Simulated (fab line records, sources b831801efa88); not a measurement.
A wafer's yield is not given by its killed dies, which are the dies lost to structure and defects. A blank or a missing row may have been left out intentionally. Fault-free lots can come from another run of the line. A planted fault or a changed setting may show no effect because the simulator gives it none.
Matching of chambers	flow gf180mcu	cmp-02 running GF_STI_CMP_25: 4 sister chambers
The step polishes, stops on Si3N4, t overpolish 33 s, target thk 524.6 nm. 4 wafers are shown with their chamber, then 7 later ones without.

WAFERS PAIRED WITH THEIR CHAMBERS
wafer	chamber	motor_current_A (A)
L688.6	2	13.2
L689.5	3	12.1
L691.1	1	13.3
L691.4	0	12.3

WAFERS WITH NO CHAMBER GIVEN
wafer	motor_current_A (A)
L691.6	12.6
L701.2	12.4
L701.3	11.5
L701.4	13.5
L703.2	13.4
L703.5	12.8
L703.6	13.9

CHAMBER TAKEN BY EACH
wafer	from the rows above	in truth
L691.6	can't be placed: 0 or 3 or 2 or 1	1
L701.2	can't be placed: 0 or 3 or 2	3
L701.3	can't be placed: 3 or 0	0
L701.4	can't be placed: 1 or 2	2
L703.2	can't be placed: 1 or 2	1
L703.5	can't be placed: 2 or 0 or 1 or 3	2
L703.6	can't be placed: 1 or 2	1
Placed correctly: 0 of 7. Unplaceable from these rows: 7, with the true chamber sitting among the candidates in 7. Number placed wrongly: 0.
How it was worked out, from the rows above alone: a wafer's distance from a chamber is the root of the sum, over the readings, of the square of ((its reading less the chamber's mean) divided by the reading's scatter). If the next closest chamber is less than 2 further off than the closest, the wafer can't be placed; otherwise it belongs to the closest. Each chamber's mean is taken over the wafers shown for it. The scatter: with one shown wafer a chamber, the root of the mean of the squares of how far each hidden wafer lies from its nearest shown one.
